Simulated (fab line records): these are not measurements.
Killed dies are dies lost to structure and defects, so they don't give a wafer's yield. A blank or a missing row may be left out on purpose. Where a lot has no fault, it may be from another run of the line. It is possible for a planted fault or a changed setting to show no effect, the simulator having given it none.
fab line records	flow sky130
record: lots: 7	wafers: 21	last-day: 50
route steps=708 shown POLY_GATE@234 LDD_N@237 PAD_OPEN@708
lots that met no fault: taken from a fault-free run of the same line
start-h: the number of hours between the record's first day and the start of the first shown wafer of the lot	wait-h: hours elapsed since this lot's preceding step	" same as the row above	L1.1+2: one row covering several wafers at once	- no value, or no start was given	* or withheld: withheld	< > ~ a bound
route shown NAME@n: names a module that has steps shown in the file, with the first one's number in the route	usual: mean/standard deviation of fault-free wafers	same: alike in all rows	chamber/n: place in a boat	sites: the reading at each site	_std_site: standard deviation of those values	_edge_site: the outer-site mean with the inner-site mean subtracted	radius-mm: how far each site lies from the wafer's centre	mask NAME#n: copy n	behind: the tool/chamber that last shaped the wafer	hold: reason for holding the lot/hours on hold/outcome of the hold	device: the transistor (n, p or np) that didn't switch	end of line: the same wafers' tests at the end of the route	where a step has no rows: the recipe by itself	killed: dies lost to structure and defects at the first sort, not the wafer's yield	map: shows each die of a wafer: x if killed, . if not, _ if none is there
set.NAME: the run value of the setting; set.NAME@STEP: its run value at that earlier step	model.NAME: the simulator's own value behind a step, which no gauge read
certain route steps with their lots: each step a table, each wafer a row
services: from which hour (start-h, from the record's first day; less than 0 if before it) a tool's chamber was out of use, for how many hours, and why
== steps ==
step: SKY_POLY_GATE_OXIDATION_20
recipe: temp-c: 850	ambient: O2	stabilise-s: 600	purge-s: 300	target-thk-a: 40	ox-time-s: 899
step: SKY_POLY_GATE_THK_MEAS_21
recipe: reads: SiO2_of_POLY_GATE_OXIDATION_20
usual: POLY_GATE_OXIDATION_THK: 4.02/0.068
lot.wafer	tool	chamber	start-h	wait-h	POLY_GATE_OXIDATION_THK[nm]
L466.2	film-metro-04	-	430.95	0.0	3.93
L466.3	"	-	"	"	3.96
L466.5	"	-	"	"	3.92
L473.2	film-metro-03	-	477.27	0.0	3.94
L473.3	"	-	"	"	3.83
L473.4	"	-	"	"	3.88
L474.1	film-metro-03	-	478.86	0.0	4.00
L474.3	"	-	"	"	4.09
L474.4	"	-	"	"	4.01
L475.1	film-metro-03	-	482.58	0.0	3.95
L475.5	"	-	"	"	3.93
L475.6	"	-	"	"	4.04
L476.4	film-metro-04	-	493.27	0.0	4.06
L476.5	"	-	"	"	4.13
L476.6	"	-	"	"	4.04
L477.1	film-metro-04	-	498.31	0.0	4.00
L477.2	"	-	"	"	4.00
L477.6	"	-	"	"	4.06
L484.2	film-metro-04	-	554.64	0.0	4.06
L484.5	"	-	"	"	4.08
L484.6	"	-	"	"	4.03
step: SKY_POLY_GATE_CD_MEAS_22
usual: cd-nm: 150/3
lot.wafer	tool	chamber	start-h	wait-h	cd-nm
L466.2	cd-sem-02	-	431.03	0.1	151
L466.3	"	-	"	"	148
L466.5	"	-	"	"	144
L473.2	cd-sem-02	-	477.35	0.1	148
L473.3	"	-	"	"	148
L473.4	"	-	"	"	149
L474.1	cd-sem-01	-	478.92	0.1	148
L474.3	"	-	"	"	147
L474.4	"	-	"	"	152
L475.1	cd-sem-02	-	482.64	0.1	149
L475.5	"	-	"	"	153
L475.6	"	-	"	"	149
L476.4	cd-sem-01	-	493.39	0.1	144
L476.5	"	-	"	"	142
L476.6	"	-	"	"	145
L477.1	cd-sem-01	-	498.37	0.1	149
L477.2	"	-	"	"	148
L477.6	"	-	"	"	147
L484.2	cd-sem-01	-	554.72	0.1	149
L484.5	"	-	"	"	150
L484.6	"	-	"	"	147
step: SKY_LDD_N_DEHYDRATE_00
recipe: temp-c: 200	time-s: 60
step: SKY_LDD_N_HMDS_01
recipe: prime-time-s: 60	prime-temp-c: 120
step: SKY_LDD_N_COAT_02
recipe: resist: NOVOLAK	spin-rpm: 3000	resist-thk-nm: 300
step: SKY_LDD_N_SOFTBAKE_03
recipe: temp-c: 90	time-s: 60	resist: NOVOLAK
step: SKY_LDD_N_EXPOSE_04
recipe: mask-id: NTM	target-cd-nm: 840	na: 0.6	source-shape: conventional	sigma-outer: 0.6	dose-mj: 110
step: SKY_LDD_N_PEB_05
recipe: temp-c: withheld	time-s: *	resist: NOVOLAK
step: SKY_LDD_N_DEVELOP_06
recipe: develop-time-s: 60	dev-temp-c: 23
step: SKY_LDD_N_OVL_MEAS_07
usual: LDD_N_OVL: 0.6/1.2
lot.wafer	tool	chamber	start-h	wait-h	LDD_N_OVL[nm]
L466.2	overlay-02	-	462.33	0.1	-1.3
L466.3	"	-	"	"	1.5
L466.5	"	-	"	"	0.3
L473.2	overlay-01	-	507.77	0.1	1.5
L473.3	"	-	"	"	4.1
L473.4	"	-	"	"	4.0
L474.1	overlay-01	-	509.31	0.1	1.9
L474.3	"	-	"	"	0.4
L474.4	"	-	"	"	2.4
L475.1	overlay-02	-	513.03	0.1	0.5
L475.5	"	-	"	"	0.6
L475.6	"	-	"	"	-0.3
L476.4	overlay-01	-	523.50	0.1	1.1
L476.5	"	-	"	"	0.3
L476.6	"	-	"	"	0.7
L477.1	overlay-02	-	528.67	0.1	0.1
L477.2	"	-	"	"	0.2
L477.6	"	-	"	"	0.2
L484.2	overlay-02	-	584.62	0.1	0.1
L484.5	"	-	"	"	-0.6
L484.6	"	-	"	"	-1.9
step: SKY_LDD_N_IMPLANT_08
recipe: species: As	energy-kev: 20	dose-cm2: 7.5e+13	tilt-deg: withheld	rotation-deg: 23
step: SKY_LDD_N_IMPLANT_09
recipe: species: As	energy-kev: 20	dose-cm2: 7.5e+13	tilt-deg: withheld	rotation-deg: 113
usual: beam-energy-keV: 20.000/0.0056	beam-on-s: 9.98/0.22	end-station-pressure-torr: 5.37e-06/2.8e-07	faraday-current-uA: 424/9.1	rotation-deg: 113.00/0.027
lot.wafer	tool	chamber	start-h	wait-h	beam-energy-keV	beam-on-s	end-station-pressure-torr	faraday-current-uA	rotation-deg	model.implant.rp-nm	model.implant.drp-nm
L466.2	implanter-04	0	462.53	0.1	19.985	10.14	5.34e-06	417	113.00	15.92	7.212
L466.3	"	0	"	"	19.995	10.05	5.6e-06	422	113.01	15.92	7.212
L466.5	"	0	"	"	19.996	9.96	5.36e-06	424	113.01	15.92	7.212
L473.2	implanter-03	0	507.98	0.1	17.882	10.66	5.79e-06	394	113.01	14.75	6.681
L473.3	"	0	"	"	17.889	11.49	5.49e-06	368	113.01	14.75	6.681
L473.4	"	0	"	"	17.897	11.68	5.57e-06	362	113.04	14.75	6.681
L474.1	implanter-04	0	509.50	0.1	19.997	10.29	5.41e-06	410	113.01	16.13	7.212
L474.3	"	0	"	"	20.003	9.98	5.02e-06	424	112.99	16.13	7.212
L474.4	"	0	"	"	19.988	9.80	4.94e-06	431	112.98	16.13	7.212
L475.1	implanter-03	0	513.22	0.1	17.898	11.24	5.28e-06	376	112.97	14.14	6.681
L475.5	"	0	"	"	17.895	11.07	5.52e-06	381	112.98	14.14	6.681
L475.6	"	0	"	"	17.897	11.27	5.26e-06	374	112.97	14.14	6.681
L476.4	implanter-01	0	523.74	0.1	20.005	9.99	5.16e-06	426	112.98	15.86	7.212
L476.5	"	0	"	"	20.006	9.64	5.27e-06	437	113.00	15.86	7.212
L476.6	"	0	"	"	19.999	9.74	5.74e-06	435	112.97	15.86	7.212
L477.1	implanter-03	0	528.85	0.1	17.903	11.30	5.54e-06	374	113.00	14.67	6.681
L477.2	"	0	"	"	17.897	11.18	5.35e-06	377	113.00	14.67	6.681
L477.6	"	0	"	"	17.898	11.66	4.96e-06	364	112.96	14.67	6.681
L484.2	implanter-03	0	584.83	0.1	20.007	10.26	5.42e-06	412	112.96	15.27	7.212
L484.5	"	0	"	"	19.997	10.14	5.73e-06	417	113.01	15.27	7.212
L484.6	"	0	"	"	20.001	10.08	5.4e-06	419	112.94	15.27	7.212
step: SKY_LDD_N_IMPLANT_10
recipe: species: As	energy-kev: 20	dose-cm2: 7.5e+13	tilt-deg: withheld	rotation-deg: 203
step: SKY_PAD_OPEN_PROBE_99
usual: killed_at_M0_to_M3: 43/6.1	killed_at_M4_up: 3.5/2	killed-at-contacts: 25/5.1	killed-at-front-end: 14/4.2	killed-at-other: 0.3/0.55	killed-dies: 86/8.3	killed-open: 46/7.2	killed-short: 39/6
same: gross-dies: 492	killed-at-back-side: 0
lot.wafer	tool	chamber	start-h	wait-h	killed_at_M0_to_M3	killed_at_M4_up	killed-at-contacts	killed-at-front-end	killed-at-other	killed-dies	killed-open	killed-short	model.etest.tip-n.rs-ohm-sq
L466.2	prober-02	-	1112.98	0.1	45	6	23	13	0	87	40	47	440
L466.3	prober-02	-	1113.03	0.2	39	5	17	12	0	73	38	35	442.6
L466.5	prober-02	-	1113.13	0.2	45	2	26	8	0	81	39	42	442.6
L473.2	prober-01	-	1145.90	0.1	44	2	19	12	0	77	45	31	443.4
L473.3	prober-01	-	1145.95	0.2	58	2	24	14	0	98	55	42	446.3
L473.4	prober-01	-	1146.00	0.2	45	7	24	15	0	91	53	37	446.5
L474.1	prober-02	-	1145.98	0.1	40	5	34	14	1	94	46	45	437.5
L474.3	prober-02	-	1146.08	0.2	47	2	26	11	0	86	55	30	435.8
L474.4	prober-02	-	1146.13	0.2	37	0	26	8	1	72	41	31	433.4
L475.1	prober-01	-	1147.35	0.1	29	1	31	19	0	80	40	40	452.2
L475.5	prober-01	-	1147.55	0.2	51	3	27	25	0	106	64	42	447.2
L475.6	prober-01	-	1147.60	0.2	41	4	28	15	0	88	39	48	450.6
L476.4	prober-02	-	1151.38	0.2	41	4	23	8	1	77	46	31	436.8
L476.5	prober-02	-	1151.43	0.2	42	1	20	4	0	67	38	29	442.1
L476.6	prober-02	-	1151.48	0.2	33	3	29	10	0	75	39	36	443.1
L477.1	prober-01	-	1156.98	0.1	37	5	26	25	1	94	50	44	448.8
L477.2	prober-01	-	1157.03	0.1	43	2	29	20	1	95	53	41	447.3
L477.6	prober-01	-	1157.23	0.2	52	3	24	10	0	89	46	43	448.2
L484.2	prober-01	-	1191.54	0.1	50	3	18	8	0	79	41	38	443.7
L484.5	prober-01	-	1191.69	0.2	42	3	16	19	1	81	35	46	445.8
L484.6	prober-01	-	1191.74	0.2	50	3	21	19	0	93	54	39	445.8
killed by level:class
L466.2 VIA1:geometric-particle:open=11 CONTACT:geometric-particle:open=10 VIA2:geometric-particle:short=6 METAL2:geometric-particle:short=6 CONTACT:geometric-particle:short=5 VIA1:geometric-particle:short=5 METAL4:geometric-particle:short=5 VIA2:geometric-particle:open=5
L466.3 VIA1:geometric-particle:open=10 VIA3:geometric-particle:open=9 VIA1:geometric-particle:short=7 POLY_GATE:geometric-particle:short=5 LI_CONTACT:geometric-particle:open=5 CONTACT:geometric-particle:short=4 METAL4:geometric-particle:short=4 VIA2:geometric-particle:short=3
L466.5 VIA1:geometric-particle:open=9 METAL1:geometric-particle:short=8 VIA3:geometric-particle:open=7 CONTACT:geometric-particle:open=7 CONTACT:geometric-particle:short=6 LI_CONTACT:geometric-particle:open=5 VIA3:geometric-particle:short=5 FIELD_ISO:geometric-particle:open=4
L473.2 CONTACT:geometric-particle:open=11 METAL1:geometric-particle:short=9 VIA2:geometric-particle:open=9 METAL2:geometric-particle:short=7 VIA1:geometric-particle:open=6 POLY_GATE:geometric-particle:open=5 VIA3:geometric-particle:open=4 POLY_GATE:geometric-particle:short=3
L473.3 VIA1:geometric-particle:open=15 CONTACT:geometric-particle:open=9 VIA2:geometric-particle:open=8 LI_CONTACT:geometric-particle:open=7 METAL2:geometric-particle:short=7 METAL1:geometric-particle:short=5 METAL1:geometric-particle:open=5 POLY_GATE:geometric-particle:short=4
L474.1 VIA1:geometric-particle:open=12 LI_CONTACT:geometric-particle:short=9 LI_CONTACT:geometric-particle:open=7 CONTACT:geometric-particle:open=7 CONTACT:geometric-particle:short=6 METAL1:geometric-particle:short=6 VIA3:geometric-particle:open=5 FIELD_ISO:geometric-particle:short=4
L473.4 VIA1:geometric-particle:open=17 CONTACT:geometric-particle:open=11 METAL1:geometric-particle:short=7 LI_CONTACT:geometric-particle:open=6 VIA3:geometric-particle:open=6 METAL4:geometric-particle:short=5 FIELD_ISO:geometric-particle:open=4 SPACER:geometric-particle:short=4
L474.3 VIA1:geometric-particle:open=14 LI_CONTACT:geometric-particle:open=11 CONTACT:geometric-particle:open=8 VIA3:geometric-particle:open=6 LOCAL_INTERCONNECT:geometric-particle:short=5 METAL2:geometric-particle:short=5 METAL1:geometric-particle:open=4 VIA2:geometric-particle:open=4
L474.4 VIA2:geometric-particle:open=9 VIA1:geometric-particle:open=8 LI_CONTACT:geometric-particle:open=8 CONTACT:geometric-particle:open=7 LOCAL_INTERCONNECT:geometric-particle:short=5 METAL2:geometric-particle:short=5 VIA3:geometric-particle:open=5 CONTACT:geometric-particle:short=4
L475.1 CONTACT:geometric-particle:open=10 LI_CONTACT:geometric-particle:open=9 FIELD_ISO:geometric-particle:open=7 CONTACT:geometric-particle:short=7 METAL3:geometric-particle:short=7 POLY_GATE:geometric-particle:short=5 VIA1:geometric-particle:open=5 FIELD_ISO:geometric-particle:short=4
L475.5 VIA1:geometric-particle:open=14 LI_CONTACT:geometric-particle:open=10 VIA3:geometric-particle:open=10 FIELD_ISO:geometric-particle:short=7 CONTACT:geometric-particle:open=6 FIELD_ISO:geometric-particle:open=5 VIA2:geometric-particle:open=5 METAL1:geometric-particle:short=5
L475.6 CONTACT:geometric-particle:open=9 CONTACT:geometric-particle:short=7 METAL2:geometric-particle:short=7 METAL1:geometric-particle:short=7 VIA1:geometric-particle:open=6 LI_CONTACT:geometric-particle:open=6 LOCAL_INTERCONNECT:geometric-particle:short=5 VIA2:geometric-particle:open=5
L476.4 CONTACT:geometric-particle:open=9 VIA1:geometric-particle:open=9 METAL2:geometric-particle:short=7 VIA2:geometric-particle:open=6 LI_CONTACT:geometric-particle:open=5 LOCAL_INTERCONNECT:geometric-particle:short=5 VIA3:geometric-particle:open=5 FIELD_ISO:geometric-particle:open=3
L476.5 CONTACT:geometric-particle:open=13 VIA2:geometric-particle:open=10 METAL1:geometric-particle:short=6 VIA1:geometric-particle:open=5 METAL2:geometric-particle:short=5 CONTACT:geometric-particle:short=4 VIA1:geometric-particle:short=3 METAL2:geometric-particle:open=3
L476.6 CONTACT:geometric-particle:open=10 VIA2:geometric-particle:open=8 CONTACT:geometric-particle:short=7 LI_CONTACT:geometric-particle:open=6 VIA1:geometric-particle:open=6 METAL2:geometric-particle:short=5 LOCAL_INTERCONNECT:geometric-particle:short=4 METAL1:geometric-particle:short=3
L477.1 LI_CONTACT:geometric-particle:open=13 CONTACT:geometric-particle:open=8 FIELD_ISO:geometric-particle:short=7 FIELD_ISO:geometric-particle:open=6 POLY_GATE:geometric-particle:open=6 VIA1:geometric-particle:open=6 VIA2:geometric-particle:short=6 POLY_GATE:geometric-particle:short=5
L477.2 VIA1:geometric-particle:open=12 CONTACT:geometric-particle:open=12 LI_CONTACT:geometric-particle:open=8 FIELD_ISO:geometric-particle:open=5 POLY_GATE:geometric-particle:short=5 METAL2:geometric-particle:short=5 VIA3:geometric-particle:open=4 LI_CONTACT:geometric-particle:short=4
L477.6 VIA2:geometric-particle:open=11 VIA1:geometric-particle:open=10 CONTACT:geometric-particle:open=10 CONTACT:geometric-particle:short=7 METAL1:geometric-particle:short=6 VIA3:geometric-particle:short=6 VIA1:geometric-particle:short=5 VIA3:geometric-particle:open=4
L484.2 CONTACT:geometric-particle:open=11 VIA1:geometric-particle:open=10 VIA3:geometric-particle:open=9 METAL1:geometric-particle:short=8 VIA3:geometric-particle:short=6 VIA2:geometric-particle:short=5 FIELD_ISO:geometric-particle:short=4 VIA2:geometric-particle:open=4
L484.5 VIA1:geometric-particle:short=9 VIA1:geometric-particle:open=7 VIA2:geometric-particle:open=6 FIELD_ISO:geometric-particle:open=5 POLY_GATE:geometric-particle:short=4 CONTACT:geometric-particle:open=4 CONTACT:geometric-particle:short=4 VIA3:geometric-particle:open=4
L484.6 CONTACT:geometric-particle:open=10 VIA1:geometric-particle:open=10 METAL1:geometric-particle:short=9 VIA2:geometric-particle:open=8 FIELD_ISO:geometric-particle:open=5 POLY_GATE:geometric-particle:short=5 LI_CONTACT:geometric-particle:open=5 VIA3:geometric-particle:open=5
== services ==
tool	chamber	start-h	hours	kind
implanter-01	-	490.63	4.2	repair
implanter-03	-	502.11	3.4	repair
implanter-03	-	535.33	1.1	repair
implanter-03	-	553.65	0.6	repair
implanter-04	-	583.46	4.0	pm
== key ==
first-sign: step: SKY_LDD_N_IMPLANT_09	reading: beam-energy-keV	direction: down	sigmas: 99+	usual: *	struck: *
effect: step: SKY_LDD_N_IMPLANT_09	reading: beam-on-s	direction: up	sigmas: 5.9	usual: 9.98	struck: 11.28
model-effect: step: SKY_LDD_N_IMPLANT_09	value: implant.rp-nm	without: 15.73	struck: 14.52
model-effect: step: SKY_PAD_OPEN_PROBE_99	value: etest.tip-n.rs-ohm-sq	without: 441.7	struck: 447.8
met-at SKY_LDD_N_IMPLANT_09
struck-wafers L473.2,L473.3,L473.4,L475.1,L475.5,L475.6,L477.1,L477.2,L477.6
tester-left-out L473,L475,L477
fault: kind: process-parameter-drift	tool: implanter-03	chamber: -	onset-h: 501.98	steps: SKY_LDD_N_IMPLANT_09	channel: energy-kev	offset: *	shape: step	end-h: 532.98	acts-in: *	stated: *
tester-left-out: of these lots the tester's yield and bins aren't shown, on N5 and GAA mostly nor the transistor test; their killed dies are dies lost to structure and defects alone, not to doping, threshold or leakage, so they don't give the yield
